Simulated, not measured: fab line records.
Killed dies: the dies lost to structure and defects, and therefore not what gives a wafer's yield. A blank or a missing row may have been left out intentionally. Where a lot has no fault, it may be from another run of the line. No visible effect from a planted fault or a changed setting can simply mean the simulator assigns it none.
A single fault, viewed from 2 desks :: flow sky130 :: each desk holds nothing but its own numbers, with what lay behind them at the end

FROM THE METROLOGY DESK
Lot by lot, what the gauges showed, no matter which tool ran the lot: averages of those sampled wafers that carry a number. The brackets show how far a lot's mean lies from the usual mean; more than 4 standard deviations puts the lot out of limits, marked OUT.
Columns: A = RES_XHIGH_RS at SKY_SD_N_RS_MEAS_18, usual 333.3 ohm/sq; B = PAD_OPEN_BOW at SKY_PAD_OPEN_BOW_MEAS_13, usual 49 um
lot: L297
first seen here: day 27 18:21
A: 334.9
B: 41

lot: L299
first seen here: day 28 15:29
A: 335.2
B: 49

lot: L302
first seen here: day 29 19:48
A: 332.5
B: 45

lot: L303
first seen here: day 30 07:00
A: 332.4
B: 51

lot: L304
first seen here: day 31 07:46
A: 333.8
B: 54

lot: L311
first seen here: day 33 08:36
A: 332.6
B: 48

lot: L312
first seen here: day 33 11:40
A: 333.1
B: 38

lot: L314
first seen here: day 33 16:25
A: 332.2
B: 49

lot: L313
first seen here: day 33 19:38
A: 334.1
B: 57

lot: L315
first seen here: day 34 18:23
A: 332.9
B: 50

lot: L316
first seen here: day 35 00:28
A: 332.5
B: 37

lot: L317
first seen here: day 35 01:36
A: 331.7
B: 56

lot: L319
first seen here: day 35 06:29
A: 334.3
B: 52
Finding of this desk: none of the 13 lots has anything out of limits.

TOOL OWNER'S DESK, cmp-02
The tool's own readings at SKY_VIA2_CMP_02 (polishes SiO2): means of the sampled wafers that have a number, for each lot that ran on this tool. The brackets show how far a lot's mean lies from the usual mean; more than 4 standard deviations puts the lot out of limits, marked OUT.
Columns: A = motor-current-A at SKY_VIA2_CMP_02, usual 11.7 A
lot: L299
first seen here: day 35 18:34
A: 11.9

lot: L302
first seen here: day 36 21:59
A: 11.1

lot: L303
first seen here: day 37 09:32
A: 11.4

lot: L304
first seen here: day 38 06:01
A: 12.2

lot: L315
first seen here: day 41 10:59
A: 11.7

lot: L316
first seen here: day 41 16:37
A: 11.5

lot: L317
first seen here: day 41 18:53
A: 11.5
Finding of this desk: none of the 7 lots has anything out of limits.

PUT TOGETHER
The metrology desk saw nothing out of limits.
The tool owner's desk saw nothing out of limits.

WHAT HAD BEEN PUT IN BY THE SIMULATOR
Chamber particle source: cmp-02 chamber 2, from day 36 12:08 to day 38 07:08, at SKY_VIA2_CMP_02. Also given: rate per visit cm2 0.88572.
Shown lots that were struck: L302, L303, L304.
